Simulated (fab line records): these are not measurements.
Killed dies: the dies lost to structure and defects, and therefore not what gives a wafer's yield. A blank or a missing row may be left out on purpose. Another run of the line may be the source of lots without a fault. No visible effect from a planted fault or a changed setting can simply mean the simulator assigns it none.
What tool caused it? || flow sky130 || 17 wafers from 6 lots sampled at 2 of the route's 708 steps

WHAT EACH GAUGE READ, for each wafer
SKY_VT_ADJUST_HVTP_TW_MEAS_11.
{"lot": "L727", "measured": "day 6 07:33", "on": "filmMetro-04", "VT_ADJUST_HVTP_TW": "1346 1351 1350"}
{"lot": "L729", "measured": "day 6 21:55", "on": "filmMetro-03", "VT_ADJUST_HVTP_TW": "1346 1351 1342"}
{"lot": "L731", "measured": "day 7 09:37", "on": "filmMetro-03", "VT_ADJUST_HVTP_TW": "1351 1353 1341"}
{"lot": "L736", "measured": "day 8 22:22", "on": "filmMetro-03", "VT_ADJUST_HVTP_TW": "1345 1350 1347"}
{"lot": "L741", "measured": "day 10 06:34", "on": "filmMetro-03", "VT_ADJUST_HVTP_TW": "1347 1345 1346"}
{"lot": "L743", "measured": "day 10 15:50", "on": "filmMetro-04", "VT_ADJUST_HVTP_TW": "1348 1344"}

WHAT TOOL EACH LOT RAN ON (gives the tool, then ch and the chambers of the sampled wafers, and finally the start)
{"lot": "L727", "SKY_PWDE_STRIP_09": "plasmaAsher-01 ch 0,1, day 4 01:21"}
{"lot": "L729", "SKY_PWDE_STRIP_09": "plasmaAsher-02 ch 0, day 4 13:20"}
{"lot": "L731", "SKY_PWDE_STRIP_09": "plasmaAsher-01 ch 0,1, day 5 00:18"}
{"lot": "L736", "SKY_PWDE_STRIP_09": "plasmaAsher-04 ch 0, day 6 08:53"}
{"lot": "L741", "SKY_PWDE_STRIP_09": "plasmaAsher-01 ch 0,1, day 7 12:41"}
{"lot": "L743", "SKY_PWDE_STRIP_09": "plasmaAsher-02 ch 0, day 7 20:47"}
- SKY_PWDE_STRIP_09: strips in O2/N2.

THE ANSWER, worked out from the rows above alone
Rule: the usual values come from the lots themselves. Put in order of their means at a reading, lots are off if they are a third of the lots or fewer, leave a main group of 4 or more, and stand apart from it by a gap of 3 or more times the standard deviation of the main group's means; of several such gaps the widest counts. Not used: any main group whose means are identical at the precision the tables above print for the reading. Also off: a lot with no number at a reading for which 4 or more lots have one. The other lots that the step has rows for count as sound.
Across all readings shown, no lot is off: no conclusion can be drawn from this.

WHAT THE SIMULATOR HAD PUT IN
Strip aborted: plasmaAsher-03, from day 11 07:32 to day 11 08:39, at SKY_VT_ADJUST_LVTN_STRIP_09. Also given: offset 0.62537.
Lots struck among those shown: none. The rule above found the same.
